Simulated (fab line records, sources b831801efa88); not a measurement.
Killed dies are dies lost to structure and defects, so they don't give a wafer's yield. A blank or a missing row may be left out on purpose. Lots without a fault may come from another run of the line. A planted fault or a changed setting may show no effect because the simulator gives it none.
Which tool did it? | flow sky130 | 11 lots, 33 wafers sampled, at 2 steps of a route of 708

WHAT THE GAUGES READ, wafer by wafer
SKY_VIA4_THK_MEAS_01.
lot  | measured     | on            | VIA4_HDPCVD_THK (nm)
L621 | day 42 00:38 | film_metro-01 | 1759 1760 1788
L623 | day 42 10:20 | film_metro-02 | 1736 1798 1767
L626 | day 43 08:58 | film_metro-02 | 1773 1768 1747
L630 | day 44 10:05 | film_metro-02 | 1749 1732 1731
L631 | day 45 01:11 | film_metro-04 | 1759 1776 1794
L632 | day 45 11:54 | film_metro-01 | 1724 1778 1726
L636 | day 46 14:21 | film_metro-04 | 1739 1736 1749
L639 | day 47 01:37 | film_metro-04 | 1748 1749 1774
L641 | day 47 06:37 | film_metro-04 | 1760 1759 1750
L642 | day 47 09:29 | film_metro-04 | 1775 1754 1739
L644 | day 48 02:08 | film_metro-01 | 1740 1774 1766

WHICH TOOL RAN EACH LOT (tool, then ch and the chambers of the sampled wafers, then the start)
lot  | SKY_METAL2_SPUTTER_02
L621 | pvd_sputter-03, day 34 03:26
L623 | pvd_sputter-01, day 34 17:08
L626 | pvd_sputter-01, day 35 17:20
L630 | pvd_sputter-01, day 36 22:25
L631 | pvd_sputter-01, day 37 16:12
L632 | pvd_sputter-03, day 38 05:43
L636 | pvd_sputter-02, day 39 15:53
L639 | pvd_sputter-03, day 40 01:17
L641 | pvd_sputter-01, day 40 07:54
L642 | pvd_sputter-02, day 40 11:56
L644 | pvd_sputter-02, day 41 05:21
- SKY_METAL2_SPUTTER_02: material AlCu, target thk 250 nm, time 13.3 s.

WHAT THE TOOLS THEMSELVES READ (means of the sampled wafers that have a number; where no wafer has one, the mark that the record gives instead)
SKY_METAL2_SPUTTER_02.
lot  | tool           | cathode_dc_power_W (W) | throttle_valve_pct (%)
L621 | pvd_sputter-03 | 10600                  | 31.2
L623 | pvd_sputter-01 | 10601                  | 31.6
L626 | pvd_sputter-01 | 10600                  | 29.8
L630 | pvd_sputter-01 | 10600                  | 31.2
L631 | pvd_sputter-01 | 10597                  | 30.2
L632 | pvd_sputter-03 | 10599                  | 31.3
L636 | pvd_sputter-02 | 10600                  | 30.4
L639 | pvd_sputter-03 | 10603                  | 30.7
L641 | pvd_sputter-01 | 10601                  | 30.8
L642 | pvd_sputter-02 | 10600                  | 30.1
L644 | pvd_sputter-02 | 10601                  | 30.4

THE ANSWER, worked out from the rows above alone
Rule: what is usual is taken from the lots themselves. Put in order of their means at a reading, lots are off if they are a third of the lots or fewer, leave a main group of 4 or more, and stand apart from it by a gap of 3 or more times the standard deviation of the main group's means; of several such gaps the widest counts. A main group whose means are all the same, to the digits that the tables above print for the reading, isn't used. A lot without any number at a reading at which 4 lots or more have one is off too. The other lots that the step has rows for count as sound. The gauges are gone through in route order, then the tools' own readings, and for those a lot's mean is taken as printed above. The first step at which some lot is off is used, and at that step the reading that is off furthest; a lot without a number counts as furthest.
No lot is off at any reading shown: from this, nothing can be told.

WHAT THE SIMULATOR HAD PUT IN
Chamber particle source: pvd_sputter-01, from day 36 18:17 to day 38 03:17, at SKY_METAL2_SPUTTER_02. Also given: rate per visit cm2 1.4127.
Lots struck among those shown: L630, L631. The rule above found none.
